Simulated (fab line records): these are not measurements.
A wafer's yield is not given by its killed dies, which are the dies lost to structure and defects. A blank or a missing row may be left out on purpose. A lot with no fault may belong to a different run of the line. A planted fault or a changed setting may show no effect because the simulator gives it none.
fab line records	flow sfq_line
[record] lots = 5	wafers = 15	last_day = 76
route steps=325 shown I0@45 M1@58 I1@73
lots untouched by any fault: they come from a run of this same line in which no faults occurred
start_h: the number of hours between the record's first day and the start of the first shown wafer of the lot	wait_h: hours elapsed since this lot's preceding step	" as in the row above	L1.1+2: one row covering several wafers at once	- no value, or no start was given	* or withheld: withheld	< > ~ a bound
route shown NAME@n: names a module that has steps shown in the file, with the first one's number in the route	usual: average and standard deviation across the fault-free wafers	same: alike in all rows	chamber/n: place in a boat	sites: readings site by site	_std_site: standard deviation of those values	_edge_site: outer sites' mean less inner sites'	radius_mm: for every site, how far away it sits from the centre of the wafer	mask NAME#n: copy n	behind: the last tool/chamber to shape the wafer	hold: the reason the lot was held/the length of the hold in hours/how it ended	device: whichever transistor did not switch (one of n, p or np)	end of line: the tests these same wafers got at the end of their route	a step without rows: its recipe alone	killed: dies that structure and defects cost at the first sort, which is not the same as the wafer's yield	map: dies across one wafer; x = killed, . = not, _ = none there
set.NAME: the run value of the setting; set.NAME@STEP: its run value at that earlier step	model.NAME: the simulator's own value behind a step, which no gauge read
certain route steps with their lots: each step a table, each wafer a row
services: the hour from which a tool's chamber was out of use, counted from the record's first day as start_h (under 0 if before that day), plus the number of hours and why
[[steps]]
[step SFQ_I0_BOW_MEAS_907]
[recipe] mode = bow
[usual] I0_BOW = 0/7.3
lot.wafer	tool	chamber	start_h	wait_h	I0_BOW[um]
L079.4	film_metro-01	-	187.13	1.6	5
L079.5	"	-	"	"	3
L079.6	"	-	"	"	-1
L082.1	film_metro-04	-	219.51	1.5	2
L082.2	"	-	"	"	7
L082.6	"	-	"	"	5
L083.2	film_metro-02	-	224.33	1.0	4
L083.4	"	-	"	"	3
L083.5	"	-	"	"	4
L094.1	film_metro-02	-	304.06	2.5	4
L094.4	"	-	"	"	13
L094.6	"	-	"	"	2
L095.2	film_metro-04	-	305.65	1.0	5
L095.3	"	-	"	"	7
L095.6	"	-	"	"	-2
[step SFQ_TRILAYER_I0_METRO_MEASURE_029]
[usual] thk_nm = 200.2/1.4
lot.wafer	tool	chamber	start_h	wait_h	thk_nm
L079.4	film_metro-01	-	187.79	0.6	201.6
L079.5	"	-	"	"	201.4
L079.6	"	-	"	"	199.1
L082.1	film_metro-04	-	219.63	0.1	199.6
L082.2	"	-	"	"	201.2
L082.6	"	-	"	"	201.7
L083.2	film_metro-02	-	224.63	0.3	198.4
L083.4	"	-	"	"	200.8
L083.5	"	-	"	"	201.0
L094.1	film_metro-02	-	304.18	0.1	199.5
L094.4	"	-	"	"	200.0
L094.6	"	-	"	"	200.8
L095.2	film_metro-04	-	305.95	0.3	198.9
L095.3	"	-	"	"	203.1
L095.6	"	-	"	"	202.2
[step SFQ_TRILAYER_I0_VIA_LITHO_COAT_036]
[recipe] resist = BARC	spin_rpm = 3000	resist_thk_nm = 62
lot.wafer	tool	chamber	start_h	wait_h
L079.4+5+6	litho_track-04	0	188.54	0.6
L082.1+2+6	litho_track-04	0	220.83	1.0
L083.2+4+5	litho_track-01	0	225.68	0.8
L094.1+4+6	litho_track-02	0	305.38	1.0
L095.2+3+6	litho_track-01	0	307.00	0.8
[step SFQ_TRILAYER_I0_VIA_LITHO_COAT_031]
[recipe] resist = KrF	spin_rpm = 3000	resist_thk_nm = 650
lot.wafer	tool	chamber	start_h	wait_h
L079.4+5+6	litho_track-04	0	188.84	0.2
L082.1+2+6	litho_track-04	0	221.13	0.2
L083.2+4+5	litho_track-01	0	225.98	0.2
L094.1+4+6	litho_track-02	0	305.68	0.2
L095.2+3+6	litho_track-01	0	307.30	0.2
[step SFQ_TRILAYER_I0_VIA_LITHO_SOFTBAKE_035]
[recipe] temp_c = withheld	time_s = withheld	resist = KrF
lot.wafer	tool	chamber	start_h	wait_h
L079.4+5+6	litho_track-04	0	189.07	0.2
L082.1+2+6	litho_track-04	0	221.43	0.2
L083.2+4+5	litho_track-01	0	226.25	0.2
L094.1+4+6	litho_track-02	0	305.98	0.2
L095.2+3+6	litho_track-01	0	307.58	0.2
[step SFQ_TRILAYER_I0_VIA_LITHO_EXPOSE_032]
[recipe] mask_id = I0	na = 0.6	source_shape = conventional	sigma_outer = 0.65	target_cd_nm = 500	dose_mj = 21.3
[usual] stage_vel_mm_s = 499.96/0.24
lot.wafer	tool	chamber	start_h	wait_h	mask	stage_vel_mm_s
L079.4	krf_scanner-01	0	247.65	-	I0#0	499.95
L079.5	"	0	"	"	I0#0	499.95
L079.6	"	0	"	"	I0#0	500.00
L082.1	krf_scanner-01	0	282.91	-	I0#0	500.35
L082.2	"	0	"	"	I0#0	500.21
L082.6	"	0	"	"	I0#0	500.19
L083.2	krf_scanner-01	0	289.11	-	I0#0	499.71
L083.4	"	0	"	"	I0#0	499.77
L083.5	"	0	"	"	I0#0	499.42
L094.1	krf_scanner-01	0	369.31	-	I0#0	500.02
L094.4	"	0	"	"	I0#0	499.70
L094.6	"	0	"	"	I0#0	499.72
L095.2	krf_scanner-01	0	370.71	-	I0#0	499.68
L095.3	"	0	"	"	I0#0	499.73
L095.6	"	0	"	"	I0#0	499.57
[step SFQ_TRILAYER_I0_VIA_LITHO_PEB_034]
[recipe] peb_temp_c = 115	peb_time_s = 60	resist = KrF
lot.wafer	tool	chamber	start_h	wait_h
L079.4+5+6	litho_track-01	0	248.33	0.5
L082.1+2+6	litho_track-02	0	284.11	1.0
L083.2+4+5	litho_track-04	0	290.13	0.8
L094.1+4+6	litho_track-04	0	370.51	1.0
L095.2+3+6	litho_track-01	0	371.73	0.8
[step SFQ_TRILAYER_I0_VIA_LITHO_DEVELOP_033]
[recipe] time_s = 60	resist = KrF
lot.wafer	tool	chamber	start_h	wait_h
L079.4+5+6	litho_track-01	0	248.48	0.1
L082.1+2+6	litho_track-02	0	284.26	0.1
L083.2+4+5	litho_track-04	0	290.28	0.1
L094.1+4+6	litho_track-04	0	370.66	0.1
L095.2+3+6	litho_track-01	0	371.88	0.1
[step SFQ_I0_OVL_MEAS_908]
[usual] I0_OVL = -1/5.3
lot.wafer	tool	chamber	start_h	wait_h	I0_OVL[nm]
L079.4	overlay-01	-	248.57	0.1	-3
L079.5	"	-	"	"	-5
L079.6	"	-	"	"	-9
L082.1	overlay-02	-	284.41	0.1	-5
L082.2	"	-	"	"	1
L082.6	"	-	"	"	2
L083.2	overlay-01	-	290.41	0.1	-5
L083.4	"	-	"	"	-1
L083.5	"	-	"	"	-1
L094.1	overlay-02	-	370.81	0.1	-4
L094.4	"	-	"	"	-5
L094.6	"	-	"	"	0
L095.2	overlay-01	-	372.01	0.1	5
L095.3	"	-	"	"	-1
L095.6	"	-	"	"	2
[step SFQ_TRILAYER_I0_VIA_BARC_OPEN_VIA_ETCH_046]
[recipe] mask_material = PR	chemistry = O2	target_depth_nm = 125	target = BARC	source_w = 500	bias_w = 80	pressure_mtorr = 30	time_s = 41.7
[usual] drypump_motor_current_A = 5.7/0.42	oes_product_au = 0.685/0.0042
lot.wafer	tool	chamber	start_h	wait_h	drypump_motor_current_A	oes_product_au	rf_hours_counter_h
L079.4	rie_diel-04	1	248.59	0.0	5.8	0.684	102
L079.5	"	2	"	"	5.9	0.683	-
L079.6	"	3	"	"	5.8	0.685	-
L082.1	rie_diel-01	2	284.44	0.0	6.0	0.679	102
L082.2	"	0	"	"	4.8	0.688	120
L082.6	"	1	"	"	5.9	0.692	-
L083.2	rie_diel-01	2	290.44	0.0	6.1	0.684	102
L083.4	"	0	"	"	4.8	0.680	121
L083.5	"	1	"	"	5.8	0.688	-
L094.1	rie_diel-02	0	370.84	0.0	6.0	0.687	34
L094.4	"	2	"	"	6.1	0.690	1
L094.6	"	0	"	"	6.0	0.691	-
L095.2	rie_diel-04	2	372.04	0.0	5.9	0.679	11
L095.3	"	3	"	"	5.8	0.677	103
L095.6	"	3	"	"	5.8	0.691	-
[step SFQ_TRILAYER_I0_VIA_ETCH_VIA_ETCH_034]
[recipe] target = SiO2	stop_on = Nb	mask_material = PR	taper_deg = 20	chemistry = CHF3	target_depth_nm = 260	source_w = 500	bias_w = 80	pressure_mtorr = 30	time_s = withheld
[usual] drypump_motor_current_A = 5.7/0.42	oes_product_au = 0.855/0.0053
lot.wafer	tool	chamber	start_h	wait_h	drypump_motor_current_A	oes_product_au
L079.4	rie_diel-04	1	248.63	0.0	5.8	0.859
L079.5	"	2	"	"	5.9	0.858
L079.6	"	3	"	"	5.8	0.855
L082.1	rie_diel-01	2	284.48	0.0	6.1	0.849
L082.2	"	0	"	"	4.8	0.853
L082.6	"	1	"	"	5.8	0.865
L083.2	rie_diel-01	2	290.48	0.0	6.1	0.849
L083.4	"	0	"	"	4.8	0.855
L083.5	"	1	"	"	5.8	0.859
L094.1	rie_diel-02	0	370.88	0.0	6.0	0.851
L094.4	"	2	"	"	6.2	0.855
L094.6	"	0	"	"	6.0	0.857
L095.2	rie_diel-04	2	372.08	0.0	5.9	0.854
L095.3	"	3	"	"	5.8	0.855
L095.6	"	3	"	"	5.8	0.854
[step SFQ_TRILAYER_I0_VIA_STRIP_STRIP_035]
[recipe] gas = O2	power_w = 200	platen_temp_c = 40	overash_fraction = 0.65	chemistry = O2	pressure_mtorr = 50
[usual] drypump_motor_current_A = 5.6/0.46	oes_product_au = 1.002/0.012
lot.wafer	tool	chamber	start_h	wait_h	drypump_motor_current_A	oes_product_au	rf_hours_counter_h
L079.4	rie_metal-01	0	248.94	-	5.0	1.016	-
L079.5	"	1	"	"	5.8	1.000	-
L079.6	"	0	"	"	5.0	1.018	-
L082.1	rie_metal-01	1	284.59	-	5.8	1.002	27
L082.2	"	0	"	"	5.0	1.016	44
L082.6	"	0	"	"	5.0	1.017	-
L083.2	rie_metal-01	1	290.59	-	5.8	0.995	28
L083.4	"	0	"	"	5.0	1.017	-
L083.5	"	1	"	"	5.8	0.990	-
L094.1	rie_metal-02	0	370.99	-	6.4	1.004	25
L094.4	"	0	"	"	6.3	1.007	-
L094.6	"	1	"	"	5.6	0.982	-
L095.2	rie_metal-01	1	372.39	-	5.8	0.984	-
L095.3	"	1	"	"	5.8	0.992	-
L095.6	"	1	"	"	5.8	0.997	-
[step SFQ_TRILAYER_I0_VIA_STRIP_SOLV_CLEAN_036]
[recipe] chemistry = NMP	temp_c = 70	time_s = 600
lot.wafer	tool	chamber	start_h	wait_h
L079.4+5+6	wet_bench-01	7,3,4	249.34	0.2
L082.1+2+6	wet_bench-01	6,7,3	285.19	0.4
L083.2+4+5	wet_bench-01	2,3,1	291.19	0.4
L094.1+4+6	wet_bench-01	6,7,2	371.79	0.5
L095.2+3+6	wet_bench-02	2,3,4	373.39	0.8
[step SFQ_TRILAYER_M1_DEP_PRE_CLEAN_038]
[recipe] gas = Ar	time_s = 22.5	bias_v = 250
lot.wafer	tool	chamber	start_h	wait_h
L079.4+5+6	pvd_sputter-04	-	249.51	0.0
L082.1+2+6	pvd_sputter-04	-	285.37	0.0
L083.2+4+5	pvd_sputter-04	-	291.37	0.0
L094.1+4+6	pvd_sputter-03	-	371.97	0.0
L095.2+3+6	pvd_sputter-04	-	373.57	0.0
[step SFQ_TRILAYER_M1_DEP_SPUTTER_037]
[recipe] material = Nb	base_pressure_pa = 1.33e-06	chamber_pressure_pa = 0.1333	substrate_temp_c = 20	resputter_cathode_voltage_v = 400	target_thk_nm = 200	power_w = 2000	time_s = 133.3
[usual] throttle_valve_pct = 29.9/0.86
lot.wafer	tool	chamber	start_h	wait_h	throttle_valve_pct
L079.4	pvd_sputter-04	-	249.54	0.0	29.4
L079.5	"	-	"	"	29.6
L079.6	"	-	"	"	29.1
L082.1	pvd_sputter-04	-	285.40	0.0	29.5
L082.2	"	-	"	"	31.7
L082.6	"	-	"	"	31.7
L083.2	pvd_sputter-04	-	291.40	0.0	29.7
L083.4	"	-	"	"	29.2
L083.5	"	-	"	"	29.2
L094.1	pvd_sputter-03	-	372.00	0.0	30.1
L094.4	"	-	"	"	30.1
L094.6	"	-	"	"	29.6
L095.2	pvd_sputter-04	-	373.60	0.0	31.7
L095.3	"	-	"	"	30.0
L095.6	"	-	"	"	29.4
[step SFQ_M1_RS_MEAS_909]
[recipe] thk_meas_gauge = four-point-probe	reads = Nb_of_TRILAYER_M1_DEP_SPUTTER_037
[usual] M1_NB_RS = 0.892/0.012
lot.wafer	tool	chamber	start_h	wait_h	M1_NB_RS[ohm/sq]
L079.4	film_metro-01	-	249.69	0.1	0.900
L079.5	"	-	"	"	0.899
L079.6	"	-	"	"	0.891
L082.1	film_metro-01	-	285.49	0.0	0.888
L082.2	"	-	"	"	0.905
L082.6	"	-	"	"	0.900
L083.2	film_metro-01	-	291.51	0.1	0.894
L083.4	"	-	"	"	0.880
L083.5	"	-	"	"	0.885
L094.1	film_metro-01	-	372.09	0.0	0.884
L094.4	"	-	"	"	0.880
L094.6	"	-	"	"	0.881
L095.2	film_metro-01	-	373.71	0.1	0.898
L095.3	"	-	"	"	0.899
L095.6	"	-	"	"	0.892
[step SFQ_TRILAYER_M1_LITHO_COAT_044]
[recipe] resist = BARC	spin_rpm = 3000	resist_thk_nm = 62
lot.wafer	tool	chamber	start_h	wait_h
L079.4+5+6	litho_track-03	0	249.96	0.2
L082.1+2+6	litho_track-01	0	285.67	0.1
L083.2+4+5	litho_track-02	0	291.72	0.1
L094.1+4+6	litho_track-01	0	372.27	0.1
L095.2+3+6	litho_track-03	0	373.92	0.1
[step SFQ_TRILAYER_M1_LITHO_COAT_039]
[recipe] resist = KrF	spin_rpm = 3000	resist_thk_nm = 600
lot.wafer	tool	chamber	start_h	wait_h
L079.4+5+6	litho_track-03	0	250.26	0.2
L082.1+2+6	litho_track-01	0	285.97	0.2
L083.2+4+5	litho_track-02	0	292.02	0.2
L094.1+4+6	litho_track-01	0	372.57	0.2
L095.2+3+6	litho_track-03	0	374.22	0.2
[step SFQ_TRILAYER_M1_LITHO_SOFTBAKE_043]
[recipe] temp_c = withheld	time_s = withheld	resist = KrF
lot.wafer	tool	chamber	start_h	wait_h
L079.4+5+6	litho_track-03	0	250.49	0.2
L082.1+2+6	litho_track-01	0	286.27	0.2
L083.2+4+5	litho_track-02	0	292.29	0.2
L094.1+4+6	litho_track-01	0	372.87	0.2
L095.2+3+6	litho_track-03	0	374.49	0.2
[step SFQ_TRILAYER_M1_LITHO_EXPOSE_040]
[recipe] mask_id = M1	na = 0.6	source_shape = conventional	sigma_outer = 0.65	target_cd_nm = 500	dose_mj = 14.4
[usual] stage_vel_mm_s = 500.01/0.27
lot.wafer	tool	chamber	start_h	wait_h	mask	stage_vel_mm_s
L079.4	krf_scanner-01	0	314.71	-	M1#0	499.94
L079.5	"	0	"	"	M1#0	500.33
L079.6	"	0	"	"	M1#0	500.07
L082.1	krf_scanner-01	0	347.71	-	M1#0	500.02
L082.2	"	0	"	"	M1#0	500.15
L082.6	"	0	"	"	M1#0	500.39
L083.2	krf_scanner-01	0	352.71	-	M1#0	500.21
L083.4	"	0	"	"	M1#0	500.23
L083.5	"	0	"	"	M1#0	500.19
L094.1	krf_scanner-01	0	430.06	-	M1#0	500.14
L094.4	"	0	"	"	M1#0	500.33
L094.6	"	0	"	"	M1#0	500.32
L095.2	krf_scanner-01	0	433.66	-	M1#0	500.25
L095.3	"	0	"	"	M1#0	500.42
L095.6	"	0	"	"	M1#0	500.74
[step SFQ_TRILAYER_M1_LITHO_PEB_042]
[recipe] peb_temp_c = 115	peb_time_s = 60	resist = KrF
lot.wafer	tool	chamber	start_h	wait_h
L079.4+5+6	litho_track-01	0	315.38	0.5
L082.1+2+6	litho_track-03	0	348.91	1.0
L083.2+4+5	litho_track-03	0	353.73	0.8
L094.1+4+6	litho_track-03	0	431.26	1.0
L095.2+3+6	litho_track-02	0	434.68	0.8
[step SFQ_TRILAYER_M1_LITHO_DEVELOP_041]
[recipe] time_s = 60	resist = KrF
lot.wafer	tool	chamber	start_h	wait_h
L079.4+5+6	litho_track-01	0	315.53	0.1
L082.1+2+6	litho_track-03	0	349.06	0.1
L083.2+4+5	litho_track-03	0	353.88	0.1
L094.1+4+6	litho_track-03	0	431.41	0.1
L095.2+3+6	litho_track-02	0	434.83	0.1
[step SFQ_M1_OVL_MEAS_911]
[usual] M1_OVL = -2/6
lot.wafer	tool	chamber	start_h	wait_h	M1_OVL[nm]
L079.4	overlay-02	-	315.62	0.1	1
L079.5	"	-	"	"	-1
L079.6	"	-	"	"	2
L082.1	overlay-01	-	349.21	0.1	9
L082.2	"	-	"	"	2
L082.6	"	-	"	"	3
L083.2	overlay-02	-	354.01	0.1	-6
L083.4	"	-	"	"	-7
L083.5	"	-	"	"	-1
L094.1	overlay-02	-	431.56	0.1	-4
L094.4	"	-	"	"	-6
L094.6	"	-	"	"	-1
L095.2	overlay-02	-	434.96	0.1	-4
L095.3	"	-	"	"	-4
L095.6	"	-	"	"	-5
[step SFQ_TRILAYER_M1_BARC_OPEN_METAL_ETCH_054]
[recipe] mask_material = PR	chemistry = O2	target_depth_nm = 125	target = BARC	icp_w = 600	bias_w = 80	pressure_mtorr = 10	time_s = 41.7
[usual] drypump_motor_current_A = 5.8/0.38	oes_product_au = 0.685/0.0054
lot.wafer	tool	chamber	start_h	wait_h	drypump_motor_current_A	oes_product_au	rf_hours_counter_h
L079.4	rie_metal-02	0	315.66	0.0	6.3	0.683	-
L079.5	"	1	"	"	5.6	0.690	-
L079.6	"	0	"	"	6.3	0.690	-
L082.1	rie_metal-04	0	349.24	0.0	6.0	0.692	168
L082.2	"	1	"	"	5.9	0.683	107
L082.6	"	1	"	"	5.8	0.682	-
L083.2	rie_metal-04	0	354.04	0.0	6.0	0.690	170
L083.4	"	1	"	"	5.8	0.685	-
L083.5	"	0	"	"	6.0	0.677	-
L094.1	rie_metal-04	0	431.59	0.0	6.0	0.686	183
L094.4	"	0	"	"	6.0	0.675	-
L094.6	"	1	"	"	5.8	0.681	-
L095.2	rie_metal-03	0	434.99	0.0	5.1	0.689	161
L095.3	"	0	"	"	5.1	0.681	-
L095.6	"	0	"	"	5.1	0.689	-
[step SFQ_TRILAYER_M1_ETCH_METAL_ETCH_042]
[recipe] target = Nb	stop_on = SiO2	mask_material = PR	chemistry = Cl2/Ar	target_depth_nm = 240	icp_w = 600	bias_w = 80	pressure_mtorr = 10	time_s = 120
[usual] drypump_motor_current_A = 5.8/0.38	oes_product_au = 0.893/0.0078
lot.wafer	tool	chamber	start_h	wait_h	drypump_motor_current_A	oes_product_au	rf_hours_counter_h
L079.4	rie_metal-02	0	315.74	0.1	6.4	0.890	-
L079.5	"	1	"	"	5.6	0.895	-
L079.6	"	0	"	"	6.3	0.889	-
L082.1	rie_metal-04	0	349.30	0.0	6.0	0.903	168
L082.2	"	1	"	"	5.9	0.889	107
L082.6	"	1	"	"	5.9	0.882	-
L083.2	rie_metal-04	0	354.10	0.0	6.0	0.887	170
L083.4	"	1	"	"	5.8	0.900	-
L083.5	"	0	"	"	6.0	0.897	-
L094.1	rie_metal-04	0	431.65	0.0	6.0	0.903	183
L094.4	"	0	"	"	6.0	0.894	-
L094.6	"	1	"	"	5.9	0.907	-
L095.2	rie_metal-03	0	435.05	0.0	5.1	0.889	161
L095.3	"	0	"	"	5.1	0.890	-
L095.6	"	0	"	"	5.1	0.900	-
[step SFQ_TRILAYER_M1_STRIP_STRIP_043]
[recipe] gas = O2	power_w = 200	platen_temp_c = 40	overash_fraction = 0.65	chemistry = O2	pressure_mtorr = 50
[usual] drypump_motor_current_A = 5.8/0.38	oes_product_au = 1.003/0.012
lot.wafer	tool	chamber	start_h	wait_h	drypump_motor_current_A	oes_product_au	rf_hours_counter_h
L079.4	rie_metal-02	0	316.03	0.2	6.3	0.996	-
L079.5	"	1	"	"	5.6	0.996	-
L079.6	"	0	"	"	6.3	0.996	-
L082.1	rie_metal-04	0	349.43	0.1	6.0	1.008	168
L082.2	"	1	"	"	5.8	0.983	108
L082.6	"	1	"	"	5.8	0.984	-
L083.2	rie_metal-04	0	354.23	0.1	6.0	0.999	170
L083.4	"	1	"	"	5.8	0.984	-
L083.5	"	0	"	"	6.0	1.006	-
L094.1	rie_metal-04	0	431.78	0.1	6.0	1.006	183
L094.4	"	0	"	"	6.0	0.997	-
L094.6	"	1	"	"	5.8	1.004	-
L095.2	rie_metal-03	0	435.18	0.1	5.1	1.038	161
L095.3	"	0	"	"	5.1	1.036	-
L095.6	"	0	"	"	5.1	1.034	-
[step SFQ_TRILAYER_M1_STRIP_SOLV_CLEAN_044]
[recipe] chemistry = NMP	temp_c = 70	time_s = 600
lot.wafer	tool	chamber	start_h	wait_h
L079.4+5+6	wet_bench-03	4,0,3	316.43	0.2
L082.1+2+6	wet_bench-03	6,4,7	350.03	0.4
L083.2+4+5	wet_bench-03	2,7,6	354.83	0.4
L094.1+4+6	wet_bench-04	2,4,7	432.38	0.4
L095.2+3+6	wet_bench-04	4,3,0	435.78	0.4
[step SFQ_TRILAYER_I1_DEP_PECVD_045]
[recipe] material = SiO2	temp_c = 150	time_s = 111.11	pressure_torr = 2.4	rf_w = 183.3	precursor = SiH4/N2O	target_thk_nm = 500
[usual] heater_power_w = 76/15	throttle_valve_pct = 24.9/1.4
lot.wafer	tool	chamber	start_h	wait_h	heater_power_w	throttle_valve_pct
L079.4	pecvd-01	2	316.64	0.0	80	23.5
L079.5	"	0	"	"	84	25.4
L079.6	"	1	"	"	78	25.7
L082.1	pecvd-02	0	350.20	0.0	72	25.7
L082.2	"	1	"	"	43	26.8
L082.6	"	1	"	"	48	26.7
L083.2	pecvd-01	2	355.00	0.0	87	23.7
L083.4	"	1	"	"	78	25.8
L083.5	"	0	"	"	82	25.4
L094.1	pecvd-01	0	432.55	0.0	85	25.5
L094.4	"	1	"	"	94	25.9
L094.6	"	2	"	"	92	24.0
L095.2	pecvd-02	1	435.95	0.0	48	26.8
L095.3	"	2	"	"	109	25.8
L095.6	"	2	"	"	90	25.8
[step SFQ_TRILAYER_I1_CMP_CMP_046]
[recipe] material = SiO2	down_force_psi = 3	platen_rpm = 60	pad_velocity_m_s = 0.94248
[usual] motor_current_A = 9.7/0.59	time_to_endpoint_s = 215/10
lot.wafer	tool	chamber	start_h	wait_h	motor_current_A	time_to_endpoint_s
L079.4	cmp-01	3	322.13	5.5	9.2	213
L079.6	"	0	"	"	9.5	219
L079.5	"	1	"	"	9.4	207
L082.1	cmp-02	0	352.58	2.3	9.6	219
L082.2	"	2	353.58	3.3	10.2	219
L082.6	"	0	354.58	4.3	9.4	221
L083.4	cmp-01	1	366.35	11.3	9.8	218
L083.2	"	3	367.35	12.3	9.2	208
L083.5	"	1	368.35	13.3	9.5	217
L094.1	cmp-01	0	432.63	0.0	9.6	211
L094.4	"	2	433.63	1.0	9.9	223
L094.6	"	0	434.63	2.0	9.6	211
L095.3	cmp-01	1	439.13	3.1	9.6	207
L095.2	"	2	"	"	9.9	209
L095.6	"	0	440.63	4.6	9.5	229
[step SFQ_I1_BOW_MEAS_912]
[recipe] mode = bow
[usual] I1_BOW = 0/7.5
lot.wafer	tool	chamber	start_h	wait_h	I1_BOW[um]
L079.4	film_metro-04	-	323.69	1.1	3
L079.5	"	-	"	"	-2
L079.6	"	-	"	"	-5
L082.1	film_metro-02	-	355.08	2.0	2
L082.2	"	-	"	"	7
L082.6	"	-	"	"	6
L083.2	film_metro-02	-	369.37	1.5	4
L083.4	"	-	"	"	3
L083.5	"	-	"	"	5
L094.1	film_metro-03	-	435.63	2.5	4
L094.4	"	-	"	"	14
L094.6	"	-	"	"	2
L095.2	film_metro-03	-	441.65	1.5	4
L095.3	"	-	"	"	8
L095.6	"	-	"	"	-1
[step SFQ_TRILAYER_I1_METRO_MEASURE_047]
[usual] thk_nm = 200.2/1.3
lot.wafer	tool	chamber	start_h	wait_h	thk_nm
L079.4	film_metro-04	-	324.35	0.6	200.1
L079.5	"	-	"	"	200.1
L079.6	"	-	"	"	201.7
L082.1	film_metro-02	-	355.20	0.1	201.5
L082.2	"	-	"	"	201.3
L082.6	"	-	"	"	201.4
L083.2	film_metro-02	-	369.67	0.3	199.0
L083.4	"	-	"	"	199.0
L083.5	"	-	"	"	198.3
L094.1	film_metro-03	-	435.75	0.1	199.2
L094.4	"	-	"	"	199.4
L094.6	"	-	"	"	198.4
L095.2	film_metro-03	-	441.95	0.3	200.9
L095.3	"	-	"	"	199.0
L095.6	"	-	"	"	201.2
[step SFQ_TRILAYER_I1_VIA_LITHO_COAT_054]
[recipe] resist = BARC	spin_rpm = 3000	resist_thk_nm = 62
lot.wafer	tool	chamber	start_h	wait_h
L079.4+5+6	litho_track-04	0	325.10	0.6
L082.1+2+6	litho_track-02	0	356.40	1.0
L083.2+4+5	litho_track-02	0	370.72	0.8
L094.1+4+6	litho_track-04	0	436.95	1.0
L095.2+3+6	litho_track-04	0	443.00	0.8
[step SFQ_TRILAYER_I1_VIA_LITHO_COAT_049]
[recipe] resist = KrF	spin_rpm = 3000	resist_thk_nm = 650
lot.wafer	tool	chamber	start_h	wait_h
L079.4+5+6	litho_track-04	0	325.40	0.2
L082.1+2+6	litho_track-02	0	356.70	0.2
L083.2+4+5	litho_track-02	0	371.02	0.2
L094.1+4+6	litho_track-04	0	437.25	0.2
L095.2+3+6	litho_track-04	0	443.30	0.2
[step SFQ_TRILAYER_I1_VIA_LITHO_SOFTBAKE_053]
[recipe] temp_c = withheld	time_s = withheld	resist = KrF
lot.wafer	tool	chamber	start_h	wait_h
L079.4+5+6	litho_track-04	0	325.63	0.2
L082.1+2+6	litho_track-02	0	357.00	0.2
L083.2+4+5	litho_track-02	0	371.30	0.2
L094.1+4+6	litho_track-04	0	437.55	0.2
L095.2+3+6	litho_track-04	0	443.58	0.2
[[services]]
tool	chamber	start_h	hours	kind
wet_bench-01	-	168.68	14.7	repair
pvd_sputter-04	-	175.06	6.8	repair
rie_diel-01	1	177.23	4.8	repair
film_metro-02	-	186.51	1.5	pm
rie_diel-04	1	191.93	4.2	repair
rie_metal-04	-	196.31	0.7	repair
cmp-01	-	210.11	1.1	repair
rie_diel-04	-	211.37	0.3	repair
cmp-01	-	227.31	6.3	pm
rie_metal-02	-	231.02	1.4	pm
film_metro-02	-	233.22	1.7	pm
krf_scanner-01	-	242.70	0.8	pm
rie_metal-01	-	249.43	1.4	repair
rie_diel-04	-	250.12	0.1	repair
krf_scanner-01	-	261.45	1.3	pm
krf_scanner-01	-	263.95	1.0	pm
rie_metal-02	1	271.23	4.4	repair
pvd_sputter-04	-	314.72	3.4	repair
pvd_sputter-04	-	355.20	6.6	repair
rie_metal-04	-	375.99	2.8	pm
krf_scanner-01	-	411.31	0.8	pm
pvd_sputter-04	-	424.17	4.3	repair
krf_scanner-01	-	432.46	1.0	pm
krf_scanner-01	-	437.06	1.3	pm
[[key]]
fault none
